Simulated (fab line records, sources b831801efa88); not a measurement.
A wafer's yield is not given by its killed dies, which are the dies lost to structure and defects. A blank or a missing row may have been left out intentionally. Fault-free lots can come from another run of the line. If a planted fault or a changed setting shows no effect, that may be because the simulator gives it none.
One fault through the eyes of 2 desks    flow sky130    only its own numbers are on each desk; what lay behind them is given at the end

== AT THE METROLOGY DESK ==
Lot by lot, what the gauges showed, no matter which tool ran the lot: averages of those sampled wafers that carry a number. Marked OUT: a lot whose mean sits more than 4 standard deviations from the usual mean, which makes it out of limits; the brackets give that distance.
Columns: A = VT_ADJUST_LVTN_TW at SKY_VT_ADJUST_LVTN_TW_MEAS_10, usual 241.1; B = VT_ADJUST_NCORE_TW at SKY_VT_ADJUST_NCORE_TW_MEAS_11, usual 218.0; C = POLY_GATE_TW at SKY_RES_PROTECT_TW_MEAS_08, usual 4025
lot   first seen here  A      B                C
L528  day 7 09:22      242.8  216.5            4015
L529  day 7 14:31      238.2  217.3            4039
L531  day 8 06:46      241.7  217.9            4054
L533  day 8 16:22      239.5  216.2            4014
L534  day 8 23:59      241.8  220.4            4018
L535  day 9 03:52      242.3  217.0            4032
L536  day 9 15:34      240.5  217.3            4029
L537  day 9 21:22      239.7  218.0            4002
L544  day 11 19:03     241.0  249.9 (+25) OUT  4007
L546  day 12 02:40     242.0  217.3            4011
L547  day 12 07:36     242.6  248.6 (+24) OUT  4029
L548  day 12 14:46     240.4  216.1            4015
This desk finds L544, L547 out of limits, with the earliest case on L544 at day 13 17:32 (VT_ADJUST_NCORE_TW at SKY_VT_ADJUST_NCORE_TW_MEAS_11). L528, L529, L531, L533, L534, L535, L536, L537, L546, L548: within limits.

== TOOL OWNER'S DESK, implanter-03 ==
The tool's own readings at SKY_VT_ADJUST_NCORE_IMPLANT_09: means of the sampled wafers that have a number, for each lot that ran on this tool. Marked OUT: a lot whose mean sits more than 4 standard deviations from the usual mean, which makes it out of limits; the brackets give that distance.
Columns: A = dose_ions_cm2 at SKY_VT_ADJUST_NCORE_IMPLANT_09, usual 2.4007e+12; B = faraday_current_uA at SKY_VT_ADJUST_NCORE_IMPLANT_09, usual 13.52
lot   first seen here  A                             B
L533  day 10 10:48     2.4012e+12                    13.72
L534  day 10 17:38     2.4003e+12                    13.55
L544  day 13 17:17     3.8564e+12 (+99 or more) OUT  21.50 (+32) OUT
L547  day 14 08:55     3.8585e+12 (+99 or more) OUT  21.99 (+34) OUT
This desk's verdict: out of limits on L544, L547, starting with L544 at day 13 17:17 (dose_ions_cm2 at SKY_VT_ADJUST_NCORE_IMPLANT_09). L533, L534: within limits.

== PUT TOGETHER ==
At day 13 17:17, on L544, L547, the tool owner's desk was in a position to raise an alarm.
An alarm was possible from the metrology desk at day 13 17:32, on L544, L547.
The lots listed all ran SKY_VT_ADJUST_NCORE_IMPLANT_09 on implanter-03.

== WHAT THE SIMULATOR HAD PUT IN ==
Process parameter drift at SKY_VT_ADJUST_NCORE_IMPLANT_09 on implanter-03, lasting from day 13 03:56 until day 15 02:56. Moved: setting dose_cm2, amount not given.
Shown lots that were struck: L544, L547.
Time in hours from fault onset to the first out-of-limits reading at each desk: tool owner's desk 13, metrology desk 14.
